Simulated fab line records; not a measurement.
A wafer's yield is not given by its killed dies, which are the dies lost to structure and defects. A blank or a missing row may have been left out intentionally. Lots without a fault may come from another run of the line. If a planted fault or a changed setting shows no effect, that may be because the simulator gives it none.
A lot that was struck, set against a sound lot / flow sky130 / 17 out of 708 route steps
Sound: wafers L638.1, L638.2, L638.6. Wafers struck: L643.1, L643.2, L643.3. At the end, the cause is stated.
Each step with rows lists, per side, the tool, then ch with its chambers, then its first start. Under that, the readings that differ: sound wafers / struck wafers / difference of the means / sigmas: that difference in standard deviations of wafers without a fault.
alike: same words and numbers on both sides, and readings whose means sit less than 2 such deviations apart. not compared: any withheld reading, any reading some wafer has no value for, any bound like >300 that may hide the same value, and any number with overlapping values for which the record gives no deviation.
Wherever a step has rows on one side only, a row that says differs or no value, or a row with sigmas, the two part there. Non-overlapping numbers with no deviation appear without sigmas and do not part them. Lack of a reading on every wafer of one side parts them only where that side has two or more wafers.

first, 2 steps without rows for these wafers: SKY_CONTACT_PEB_12; SKY_CONTACT_DEVELOP_13 (develop time 60 s).
SKY_CONTACT_CD_MEAS_14: target cd 170 nm.
  sound on cdSem-01, day 33 08:40; struck on cdSem-01, day 34 21:58
  alike: cdNm
SKY_CONTACT_OVL_MEAS_15:
  sound on overlay-02, day 33 08:47; struck on overlay-02, day 34 22:05
  alike: CONTACT_OVL
SKY_CONTACT_ETCH_16: etches BARC in N2/H2, stops on SiO2, time 45.9 s, target depth 60 nm.
  sound on rieDiel-03 ch 0,1,2, day 33 08:49; struck on rieDiel-03 ch 1,2,3, day 34 22:07
  alike: drypumpMotorCurrentA, oesProductAu, rfFwdPowerW, throttleValvePct
  not compared: rfHoursCounterH
then, 1 step without rows for these wafers: SKY_CONTACT_ETCH_17 (etches SiO2 in C4F8/O2/Ar, stops on Si3N4, target depth 340 nm).
SKY_CONTACT_ETCH_18: etches Si3N4 in CHF3/O2, stops on TiN, time 39 s, target depth 75 nm.
  sound: rieDiel-03 ch 0,1,2; struck: rieDiel-03 ch 1,2,3
  alike: drypumpMotorCurrentA, oesProductAu, rfFwdPowerW, throttleValvePct
  not compared: rfHoursCounterH
SKY_CONTACT_STRIP_19: strips in O2/N2.
  sound on plasmaAsher-01 ch 0,1, day 33 08:57; struck on plasmaAsher-03 ch 0,1, day 34 22:15
  alike: drypumpMotorCurrentA, oesProductAu, stripTimeToEndpointS
  not compared: rfHoursCounterH
then, 3 steps without rows for these wafers: SKY_CONTACT_STRIP_20 (strips in post etch residue remover, time 1200 s); SKY_CONTACT_CLEAN_21 (cleans in IPA, time 180 s); SKY_CONTACT_CLEAN_22 (cleans in O3/DIW).
SKY_CONTACT_SPUTTER_23: material TiN, target thk 20 nm, time 80 s.
  sound on pvdSputter-01, day 33 09:33; struck on pvdSputter-02, day 34 22:53
  alike: chamberPressurePa, throttleValvePct
SKY_CONTACT_CVD_24: deposits W, target thk 340 nm, time 102.12 s.
  sound on cvdW-02 ch 0,1, day 33 09:37; struck on cvdW-02 ch 0,1, day 34 23:01
reading=model.W_of_CONTACT_CVD_24.thkNm (nm); sound=336.2 337.1 338.1; struck=481.1 484.2 484.3; difference=+146.1; sigmas=
  alike: heaterPowerOuterW, heaterPowerW
SKY_CONTACT_RS_MEAS_25: uses a four-point probe to measure.
  sound on filmMetro-01, day 33 09:43; struck on filmMetro-01, day 34 23:08
reading=CONTACT_W_RS (ohm/sq); sound=0.342 0.342 0.340; struck=0.238 0.236 0.237; difference=-0.104; sigmas=-32
SKY_CONTACT_THK_MEAS_26: measures by xrf.
  sound on filmMetro-01, day 33 09:50; struck on filmMetro-01, day 34 23:15
reading=CONTACT_W_THK (nm); sound=350 350 350; struck=502 502 501; difference=+152; sigmas=+34
SKY_CONTACT_CMP_27: polishes, stops on SiO2, t overpolish 15 s, target thk 0 nm.
  sound on cmp-01 ch 0,3, day 33 09:54; struck on cmp-01 ch 0,1,3, day 34 23:19
reading=timeToEndpointS (s); sound=82 80 78; struck=119 122 119; difference=+40; sigmas=+12
  alike: edgeZonePressureFrac, headPressurePsi, motorCurrentA, platenRpm
SKY_METAL1_SPUTTER_00: material Ti, target thk 15 nm, time 10 s.
  sound on pvdSputter-04, day 33 10:12; struck on pvdSputter-04, day 34 23:37
  alike: chamberPressurePa, throttleValvePct

WHERE THEY PART
Earliest at SKY_CONTACT_RS_MEAS_25; latest, in this record, at SKY_CONTACT_CMP_27. Later steps at which nothing parts them and some readings are alike: SKY_METAL1_SPUTTER_00.

WHY: whatever the simulator had introduced
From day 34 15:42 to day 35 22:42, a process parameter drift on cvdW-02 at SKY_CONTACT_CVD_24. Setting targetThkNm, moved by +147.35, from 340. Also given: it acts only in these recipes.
